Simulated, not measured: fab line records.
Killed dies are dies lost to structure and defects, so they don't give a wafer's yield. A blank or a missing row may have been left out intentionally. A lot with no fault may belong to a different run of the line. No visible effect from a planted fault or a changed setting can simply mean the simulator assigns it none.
Which of the tools did it? || flow gf180mcu || Sampling: 13 lots, 39 wafers, 4 of 602 route steps

## WHAT THE GAUGES READ, wafer by wafer
GF_VT_IMPLANT_RS_MEAS_48: uses a four-point probe to measure.
{"lot": "L267", "measured": "day 7 16:20", "on": "filmMetro-01", "LVPWELL_RS (ohm/sq)": "1192.7 1195.5 1194.5"}
{"lot": "L268", "measured": "day 7 22:35", "on": "filmMetro-04", "LVPWELL_RS (ohm/sq)": "1195.2 1195.7 1198.6"}
{"lot": "L269", "measured": "day 8 02:26", "on": "filmMetro-01", "LVPWELL_RS (ohm/sq)": "1196.6 1195.9 1194.6"}
{"lot": "L270", "measured": "day 8 13:38", "on": "filmMetro-04", "LVPWELL_RS (ohm/sq)": "1200.4 1200.9 1202.1"}
{"lot": "L271", "measured": "day 8 18:20", "on": "filmMetro-01", "LVPWELL_RS (ohm/sq)": "1192.2 1192.9 1197.0"}
{"lot": "L273", "measured": "day 9 02:56", "on": "filmMetro-04", "LVPWELL_RS (ohm/sq)": "1200.8 1201.1 1202.1"}
{"lot": "L274", "measured": "day 9 10:54", "on": "filmMetro-04", "LVPWELL_RS (ohm/sq)": "1198.6 1198.7 1196.9"}
{"lot": "L275", "measured": "day 9 17:21", "on": "filmMetro-03", "LVPWELL_RS (ohm/sq)": "1192.4 1194.9 1189.1"}
{"lot": "L282", "measured": "day 11 18:26", "on": "filmMetro-01", "LVPWELL_RS (ohm/sq)": "1197.7 1198.8 1199.2"}
{"lot": "L284", "measured": "day 12 06:50", "on": "filmMetro-03", "LVPWELL_RS (ohm/sq)": "1196.1 1198.4 1195.6"}
{"lot": "L287", "measured": "day 13 01:04", "on": "filmMetro-03", "LVPWELL_RS (ohm/sq)": "1198.4 1198.4 1196.4"}
{"lot": "L288", "measured": "day 13 07:47", "on": "filmMetro-01", "LVPWELL_RS (ohm/sq)": "1196.4 1198.3 1195.0"}
{"lot": "L290", "measured": "day 14 05:25", "on": "filmMetro-01", "LVPWELL_RS (ohm/sq)": "1197.0 1195.3 1195.7"}

## TOOL THAT RAN EACH LOT (tool first, then ch and the chambers of the sampled wafers, then the start)
{"lot": "L267", "GF_NWELL_STRIP_10": "plasmaAsher-04 ch 0,1, day 3 09:56", "GF_LVPWELL_STRIP_10": "plasmaAsher-02 ch 0,1, day 3 23:20", "GF_VT_IMPLANT_EXPOSE_26": "ilineStepper-02 ch 0, day 6 16:01"}
{"lot": "L268", "GF_NWELL_STRIP_10": "plasmaAsher-01 ch 0,1, day 3 15:42", "GF_LVPWELL_STRIP_10": "plasmaAsher-04 ch 0,1, day 4 04:50", "GF_VT_IMPLANT_EXPOSE_26": "ilineStepper-01 ch 0, day 6 22:52"}
{"lot": "L269", "GF_NWELL_STRIP_10": "plasmaAsher-01 ch 0,1, day 3 18:03", "GF_LVPWELL_STRIP_10": "plasmaAsher-02 ch 0,1, day 4 07:40", "GF_VT_IMPLANT_EXPOSE_26": "ilineStepper-02 ch 0, day 7 01:25"}
{"lot": "L270", "GF_NWELL_STRIP_10": "plasmaAsher-02 ch 0,1, day 4 04:46", "GF_LVPWELL_STRIP_10": "plasmaAsher-02 ch 0,1, day 4 18:07", "GF_VT_IMPLANT_EXPOSE_26": "ilineStepper-02 ch 0, day 7 13:00"}
{"lot": "L271", "GF_NWELL_STRIP_10": "plasmaAsher-01 ch 0,1, day 4 06:54", "GF_LVPWELL_STRIP_10": "plasmaAsher-02 ch 0,1, day 4 20:35", "GF_VT_IMPLANT_EXPOSE_26": "ilineStepper-02 ch 0, day 7 17:32"}
{"lot": "L273", "GF_NWELL_STRIP_10": "plasmaAsher-02 ch 1, day 4 17:03", "GF_LVPWELL_STRIP_10": "plasmaAsher-04 ch 0,1, day 5 07:17", "GF_VT_IMPLANT_EXPOSE_26": "ilineStepper-02 ch 0, day 8 03:08"}
{"lot": "L274", "GF_NWELL_STRIP_10": "plasmaAsher-04 ch 0,1, day 4 21:34", "GF_LVPWELL_STRIP_10": "plasmaAsher-02 ch 0,1, day 5 11:31", "GF_VT_IMPLANT_EXPOSE_26": "ilineStepper-01 ch 0, day 8 10:48"}
{"lot": "L275", "GF_NWELL_STRIP_10": "plasmaAsher-01 ch 0, day 5 03:08", "GF_LVPWELL_STRIP_10": "plasmaAsher-04 ch 0,1, day 5 17:23", "GF_VT_IMPLANT_EXPOSE_26": "ilineStepper-02 ch 0, day 8 16:37"}
{"lot": "L282", "GF_NWELL_STRIP_10": "plasmaAsher-02 ch 1, day 6 18:31", "GF_LVPWELL_STRIP_10": "plasmaAsher-03 ch 0,1, day 7 10:14", "GF_VT_IMPLANT_EXPOSE_26": "ilineStepper-01 ch 0, day 10 13:47"}
{"lot": "L284", "GF_NWELL_STRIP_10": "plasmaAsher-02 ch 0, day 7 04:53", "GF_LVPWELL_STRIP_10": "plasmaAsher-03 ch 1, day 7 20:47", "GF_VT_IMPLANT_EXPOSE_26": "ilineStepper-01 ch 0, day 11 02:21"}
{"lot": "L287", "GF_NWELL_STRIP_10": "plasmaAsher-02 ch 0,1, day 7 20:36", "GF_LVPWELL_STRIP_10": "plasmaAsher-03 ch 0,1, day 8 13:17", "GF_VT_IMPLANT_EXPOSE_26": "ilineStepper-01 ch 0, day 11 19:16"}
{"lot": "L288", "GF_NWELL_STRIP_10": "plasmaAsher-02 ch 0,1, day 8 01:59", "GF_LVPWELL_STRIP_10": "plasmaAsher-04 ch 0,1, day 8 18:43", "GF_VT_IMPLANT_EXPOSE_26": "ilineStepper-01 ch 0, day 12 02:47"}
{"lot": "L290", "GF_NWELL_STRIP_10": "plasmaAsher-01 ch 0,1, day 8 13:56", "GF_LVPWELL_STRIP_10": "plasmaAsher-02 ch 1, day 9 05:13", "GF_VT_IMPLANT_EXPOSE_26": "ilineStepper-01 ch 0, day 12 17:14"}
- GF_NWELL_STRIP_10: strips in O2/N2.
- GF_LVPWELL_STRIP_10: strips in O2/N2.
- GF_VT_IMPLANT_EXPOSE_26: exposes mask LVPWELL HV AREA, target cd 860 nm.

## AS READ BY THE TOOLS THEMSELVES (means over the sampled wafers that have a number; for cases with no such wafer, the mark the record gives instead)
GF_NWELL_STRIP_10.
{"lot": "L267", "tool": "plasmaAsher-04", "drypumpMotorCurrentA (A)": 5.2, "heaterPowerW (W)": 336, "oesProductAu (a.u.)": 0.723, "stripTimeToEndpointS (s)": 37.06}
{"lot": "L268", "tool": "plasmaAsher-01", "drypumpMotorCurrentA (A)": 5.9, "heaterPowerW (W)": 347, "oesProductAu (a.u.)": 0.723, "stripTimeToEndpointS (s)": 36.96}
{"lot": "L269", "tool": "plasmaAsher-01", "drypumpMotorCurrentA (A)": 5.8, "heaterPowerW (W)": 363, "oesProductAu (a.u.)": 0.723, "stripTimeToEndpointS (s)": 37.01}
{"lot": "L270", "tool": "plasmaAsher-02", "drypumpMotorCurrentA (A)": 6.2, "heaterPowerW (W)": 433, "oesProductAu (a.u.)": 0.725, "stripTimeToEndpointS (s)": 37.00}
{"lot": "L271", "tool": "plasmaAsher-01", "drypumpMotorCurrentA (A)": 5.8, "heaterPowerW (W)": 366, "oesProductAu (a.u.)": 0.722, "stripTimeToEndpointS (s)": 37.03}
{"lot": "L273", "tool": "plasmaAsher-02", "drypumpMotorCurrentA (A)": 6.2, "heaterPowerW (W)": 465, "oesProductAu (a.u.)": 0.723, "stripTimeToEndpointS (s)": 36.87}
{"lot": "L274", "tool": "plasmaAsher-04", "drypumpMotorCurrentA (A)": 5.7, "heaterPowerW (W)": 327, "oesProductAu (a.u.)": 0.725, "stripTimeToEndpointS (s)": 36.91}
{"lot": "L275", "tool": "plasmaAsher-01", "drypumpMotorCurrentA (A)": 5.7, "heaterPowerW (W)": 379, "oesProductAu (a.u.)": 0.725, "stripTimeToEndpointS (s)": 37.01}
{"lot": "L282", "tool": "plasmaAsher-02", "drypumpMotorCurrentA (A)": 6.2, "heaterPowerW (W)": 458, "oesProductAu (a.u.)": 0.721, "stripTimeToEndpointS (s)": 36.94}
{"lot": "L284", "tool": "plasmaAsher-02", "drypumpMotorCurrentA (A)": 6.3, "heaterPowerW (W)": 368, "oesProductAu (a.u.)": 0.719, "stripTimeToEndpointS (s)": 37.23}
{"lot": "L287", "tool": "plasmaAsher-02", "drypumpMotorCurrentA (A)": 6.2, "heaterPowerW (W)": 397, "oesProductAu (a.u.)": 0.722, "stripTimeToEndpointS (s)": 36.93}
{"lot": "L288", "tool": "plasmaAsher-02", "drypumpMotorCurrentA (A)": 6.2, "heaterPowerW (W)": 431, "oesProductAu (a.u.)": 0.718, "stripTimeToEndpointS (s)": 37.08}
{"lot": "L290", "tool": "plasmaAsher-01", "drypumpMotorCurrentA (A)": 6.0, "heaterPowerW (W)": 350, "oesProductAu (a.u.)": 0.727, "stripTimeToEndpointS (s)": 37.00}

GF_LVPWELL_STRIP_10.
{"lot": "L267", "tool": "plasmaAsher-02", "drypumpMotorCurrentA (A)": 6.3, "heaterPowerW (W)": 393, "oesProductAu (a.u.)": 0.723, "stripTimeToEndpointS (s)": 36.83}
{"lot": "L268", "tool": "plasmaAsher-04", "drypumpMotorCurrentA (A)": 5.7, "heaterPowerW (W)": 331, "oesProductAu (a.u.)": 0.720, "stripTimeToEndpointS (s)": 37.13}
{"lot": "L269", "tool": "plasmaAsher-02", "drypumpMotorCurrentA (A)": 6.2, "heaterPowerW (W)": 430, "oesProductAu (a.u.)": 0.724, "stripTimeToEndpointS (s)": 37.03}
{"lot": "L270", "tool": "plasmaAsher-02", "drypumpMotorCurrentA (A)": 6.3, "heaterPowerW (W)": 390, "oesProductAu (a.u.)": 0.725, "stripTimeToEndpointS (s)": 36.96}
{"lot": "L271", "tool": "plasmaAsher-02", "drypumpMotorCurrentA (A)": 6.3, "heaterPowerW (W)": 429, "oesProductAu (a.u.)": 0.728, "stripTimeToEndpointS (s)": 36.98}
{"lot": "L273", "tool": "plasmaAsher-04", "drypumpMotorCurrentA (A)": 5.7, "heaterPowerW (W)": 328, "oesProductAu (a.u.)": 0.723, "stripTimeToEndpointS (s)": 36.99}
{"lot": "L274", "tool": "plasmaAsher-02", "drypumpMotorCurrentA (A)": 6.2, "heaterPowerW (W)": 431, "oesProductAu (a.u.)": 0.719, "stripTimeToEndpointS (s)": 36.95}
{"lot": "L275", "tool": "plasmaAsher-04", "drypumpMotorCurrentA (A)": 5.7, "heaterPowerW (W)": 335, "oesProductAu (a.u.)": 0.726, "stripTimeToEndpointS (s)": 36.96}
{"lot": "L282", "tool": "plasmaAsher-03", "drypumpMotorCurrentA (A)": 6.0, "heaterPowerW (W)": 351, "oesProductAu (a.u.)": 0.721, "stripTimeToEndpointS (s)": 37.08}
{"lot": "L284", "tool": "plasmaAsher-03", "drypumpMotorCurrentA (A)": 6.3, "heaterPowerW (W)": 307, "oesProductAu (a.u.)": 0.725, "stripTimeToEndpointS (s)": 37.01}
{"lot": "L287", "tool": "plasmaAsher-03", "drypumpMotorCurrentA (A)": 6.0, "heaterPowerW (W)": 352, "oesProductAu (a.u.)": 0.722, "stripTimeToEndpointS (s)": 37.06}
{"lot": "L288", "tool": "plasmaAsher-04", "drypumpMotorCurrentA (A)": 5.7, "heaterPowerW (W)": 336, "oesProductAu (a.u.)": 0.731, "stripTimeToEndpointS (s)": 36.84}
{"lot": "L290", "tool": "plasmaAsher-02", "drypumpMotorCurrentA (A)": 6.2, "heaterPowerW (W)": 449, "oesProductAu (a.u.)": 0.722, "stripTimeToEndpointS (s)": 36.96}

GF_VT_IMPLANT_EXPOSE_26.
{"lot": "L267", "tool": "ilineStepper-02", "exposureDoseMJCm2": 139.96}
{"lot": "L268", "tool": "ilineStepper-01", "exposureDoseMJCm2": 140.17}
{"lot": "L269", "tool": "ilineStepper-02", "exposureDoseMJCm2": 139.90}
{"lot": "L270", "tool": "ilineStepper-02", "exposureDoseMJCm2": 139.96}
{"lot": "L271", "tool": "ilineStepper-02", "exposureDoseMJCm2": 139.88}
{"lot": "L273", "tool": "ilineStepper-02", "exposureDoseMJCm2": 136.65}
{"lot": "L274", "tool": "ilineStepper-01", "exposureDoseMJCm2": 140.13}
{"lot": "L275", "tool": "ilineStepper-02", "exposureDoseMJCm2": 136.82}
{"lot": "L282", "tool": "ilineStepper-01", "exposureDoseMJCm2": 140.26}
{"lot": "L284", "tool": "ilineStepper-01", "exposureDoseMJCm2": 139.90}
{"lot": "L287", "tool": "ilineStepper-01", "exposureDoseMJCm2": 140.12}
{"lot": "L288", "tool": "ilineStepper-01", "exposureDoseMJCm2": 139.96}
{"lot": "L290", "tool": "ilineStepper-01", "exposureDoseMJCm2": 140.21}

## THE ANSWER, worked out from the rows above alone
Rule: what is usual is taken from the lots themselves. Put in order of their means at a reading, lots are off if they are a third of the lots or fewer, leave a main group of 4 or more, and stand apart from it by a gap of 3 or more times the standard deviation of the main group's means; of several such gaps the widest counts. The tables above print the reading to a certain number of digits; a main group whose means all agree to those digits is not used. A lot without any number at a reading at which 4 lots or more have one is off too. All remaining lots with rows at the step are treated as sound. First the gauges in route order, then the tools' own readings, where a lot's mean is used as printed above. The first step at which some lot is off is used, and at that step the reading that is off furthest; a lot without a number counts as furthest.
Off, at GF_VT_IMPLANT_EXPOSE_26 on exposureDoseMJCm2: L273, L275. For the main group the mean is 140.04 and the standard deviation 0.13.
A tool fits if, at that step or a process step before it, it ran every lot that is off, and no sound lot after the first of them. One fits: GF_VT_IMPLANT_EXPOSE_26 on ilineStepper-02. Its last sound lot is L271 (day 7 17:32), its first lot that is off L273 (day 8 03:08): a fault that began between those two fits.
On the lots that are off, the tool's own readings at GF_VT_IMPLANT_EXPOSE_26 differ by more than 5 times the standard deviation of the sound lots' means, which bears it out; exposureDoseMJCm2 reads 136.74 there versus 140.04 on the sound lots.

## WHAT THE SIMULATOR HAD INSERTED
Drift in process parameters on ilineStepper-02 at GF_VT_IMPLANT_EXPOSE_26, starting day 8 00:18. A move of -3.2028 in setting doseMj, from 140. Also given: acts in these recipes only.
Struck lots among those shown: L273, L275. The rule given above showed the same thing.
